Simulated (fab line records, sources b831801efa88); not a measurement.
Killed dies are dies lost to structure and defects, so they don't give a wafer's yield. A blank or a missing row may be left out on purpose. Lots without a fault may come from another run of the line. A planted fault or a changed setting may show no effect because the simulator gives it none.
Which tool did it? | flow sky130 | 11 lots, 33 wafers sampled, at 4 steps of a route of 708

WHAT THE GAUGES READ, wafer by wafer
SKY_NWELL_THK_MEAS_02.
lot  | measured    | on            | NWELL_OXIDATION_THK (nm)
L114 | day 3 02:25 | film_metro-04 | 9.94 9.67 9.85
L118 | day 3 15:37 | film_metro-03 | 9.79 9.90 9.87
L120 | day 4 01:24 | film_metro-02 | 9.83 9.85 9.91
L121 | day 4 05:15 | film_metro-02 | 10.14 10.09 10.10
L125 | day 5 07:35 | film_metro-02 | 9.96 9.99 9.81
L126 | day 5 14:24 | film_metro-04 | 9.97 10.16 9.94
L129 | day 6 02:58 | film_metro-02 | 10.07 10.13 10.20
L130 | day 6 04:22 | film_metro-03 | 10.17 10.07 10.17
L132 | day 6 19:14 | film_metro-04 | 9.75 9.98 9.76
L133 | day 6 23:37 | film_metro-04 | 9.70 9.76 9.70
L135 | day 7 07:37 | film_metro-02 | 10.08 10.12 10.06

SKY_POLY_GATE_THK_MEAS_21.
lot  | measured     | on            | POLY_GATE_OXIDATION_THK (nm)
L114 | day 17 08:58 | film_metro-04 | 6.86 6.77 6.87
L118 | day 18 11:19 | film_metro-02 | 3.99 3.97 3.98
L120 | day 19 06:37 | film_metro-04 | 6.68 6.64 6.75
L121 | day 19 09:29 | film_metro-01 | 4.00 4.07 3.99
L125 | day 21 08:05 | film_metro-01 | 3.91 3.83 3.83
L126 | day 21 18:32 | film_metro-02 | 3.94 3.82 3.83
L129 | day 22 18:37 | film_metro-02 | 4.06 4.03 4.05
L130 | day 22 21:13 | film_metro-01 | 3.76 3.95 3.84
L132 | day 23 15:26 | film_metro-02 | 3.91 3.96 3.97
L133 | day 23 20:51 | film_metro-01 | 4.00 3.92 3.99
L135 | day 24 09:24 | film_metro-04 | 3.88 3.97 3.91

WHICH TOOL RAN EACH LOT (tool, then ch and the chambers of the sampled wafers, then the start)
lot  | SKY_GATE_OXIDE_STRIP_13              | SKY_POLY_GATE_OXIDATION_20
L114 | plasma_asher-02 ch 0,1, day 14 15:50 | furnace-01 ch 0, day 17 06:04 and furnace-02 ch 0, day 17 07:38
L118 | plasma_asher-01 ch 0,1, day 15 15:41 | furnace-01 ch 0, day 18 10:04
L120 | plasma_asher-01 ch 0,1, day 16 05:04 | furnace-01 ch 0, day 19 02:49 and furnace-02 ch 0, day 19 05:19
L121 | plasma_asher-01 ch 0,1, day 16 13:49 | furnace-02 ch 0, day 19 08:14
L125 | plasma_asher-03 ch 0,1, day 18 10:26 | furnace-01 ch 0, day 21 06:49
L126 | plasma_asher-03 ch 0,1, day 18 20:24 | furnace-01 ch 0, day 21 17:17
L129 | plasma_asher-03 ch 0,1, day 19 23:10 | furnace-02 ch 0, day 22 17:22
L130 | plasma_asher-02 ch 0,1, day 20 00:55 | furnace-01 ch 0, day 22 19:58
L132 | plasma_asher-01 ch 0,1, day 20 20:23 | furnace-02 ch 0, day 23 14:10
L133 | plasma_asher-01 ch 0,1, day 21 00:32 | furnace-02 ch 0, day 23 19:36
L135 | plasma_asher-02 ch 0,1, day 21 15:23 | furnace-01 ch 0, day 24 08:09
- SKY_GATE_OXIDE_STRIP_13: strips in O2/N2.
- SKY_POLY_GATE_OXIDATION_20: stabilise 600 s, purge 300 s, target thk 4 nm.

WHAT THE TOOLS THEMSELVES READ (means of the sampled wafers that have a number; where no wafer has one, the mark that the record gives instead)
SKY_GATE_OXIDE_STRIP_13.
lot  | tool            | drypump_motor_current_A (A) | o2_flow_sccm (sccm) | oes_product_au (a.u.) | strip_time_to_endpoint_s (s)
L114 | plasma_asher-02 | 5.4                         | 3001                | 0.713                 | 14.17
L118 | plasma_asher-01 | 5.8                         | 3009                | 0.716                 | 14.21
L120 | plasma_asher-01 | 5.8                         | 3006                | 0.710                 | 14.19
L121 | plasma_asher-01 | 5.8                         | 2996                | 0.717                 | 14.15
L125 | plasma_asher-03 | 6.2                         | 2992                | 0.718                 | 14.18
L126 | plasma_asher-03 | 6.1                         | 3011                | 0.716                 | 14.19
L129 | plasma_asher-03 | 6.2                         | 2996                | 0.713                 | 14.20
L130 | plasma_asher-02 | 6.0                         | 2995                | 0.712                 | 14.22
L132 | plasma_asher-01 | 5.8                         | 2999                | 0.713                 | 14.19
L133 | plasma_asher-01 | 5.8                         | 2997                | 0.719                 | 14.18
L135 | plasma_asher-02 | 5.5                         | 2994                | 0.714                 | 14.15

SKY_POLY_GATE_OXIDATION_20.
lot  | tool                  | ox_temp_c_max | spike_tc_bottom_C (C) | tube_center_temp_C (C) | tube_center_temp_C_max | zone_power_centre_pct (%) | zone_power_lower_pct (%)
L114 | furnace-01/furnace-02 | 855.0         | 868                   | 849.98                 | 852.2                  | 18.2                      | 15.36
L118 | furnace-01            | 855.6         | 865                   | 850.03                 | 852.5                  | 20.2                      | 15.21
L120 | furnace-01/furnace-02 | 855.0         | 868                   | 850.03                 | 852.0                  | 18.2                      | 15.36
L121 | furnace-02            | 852.8         | 872                   | 850.11                 | 852.3                  | 16.1                      | 15.46
L125 | furnace-01            | 856.5         | 865                   | 850.01                 | 852.4                  | 20.2                      | 15.27
L126 | furnace-01            | 855.5         | 865                   | 850.01                 | 851.8                  | 20.5                      | 15.38
L129 | furnace-02            | 852.3         | 872                   | 849.92                 | 851.9                  | 16.0                      | 15.34
L130 | furnace-01            | 857.7         | 866                   | 850.01                 | 852.6                  | 20.4                      | 15.34
L132 | furnace-02            | 852.8         | 872                   | 850.04                 | 852.4                  | 16.2                      | 15.41
L133 | furnace-02            | 852.6         | 872                   | 850.04                 | 852.4                  | 16.1                      | 15.42
L135 | furnace-01            | 857.4         | 866                   | 850.03                 | 852.4                  | 20.3                      | 15.33

THE ANSWER, worked out from the rows above alone
Rule: what is usual is taken from the lots themselves. Put in order of their means at a reading, lots are off if they are a third of the lots or fewer, leave a main group of 4 or more, and stand apart from it by a gap of 3 or more times the standard deviation of the main group's means; of several such gaps the widest counts. A main group whose means are all the same, to the digits that the tables above print for the reading, isn't used. A lot without any number at a reading at which 4 lots or more have one is off too. The other lots that the step has rows for count as sound. The gauges are gone through in route order, then the tools' own readings, and for those a lot's mean is taken as printed above. The first step at which some lot is off is used, and at that step the reading that is off furthest; a lot without a number counts as furthest.
Off: L114, L120, at SKY_POLY_GATE_THK_MEAS_21 (POLY_GATE_OXIDATION_THK). The main group: mean 3.94 nm, standard deviation 0.068.
A tool fits if, at a process step before that reading, it ran every lot that is off, and no sound lot after the first of them. The gauges at SKY_POLY_GATE_THK_MEAS_21 are tried like those tools. None of those tried fits.

WHAT THE SIMULATOR HAD PUT IN
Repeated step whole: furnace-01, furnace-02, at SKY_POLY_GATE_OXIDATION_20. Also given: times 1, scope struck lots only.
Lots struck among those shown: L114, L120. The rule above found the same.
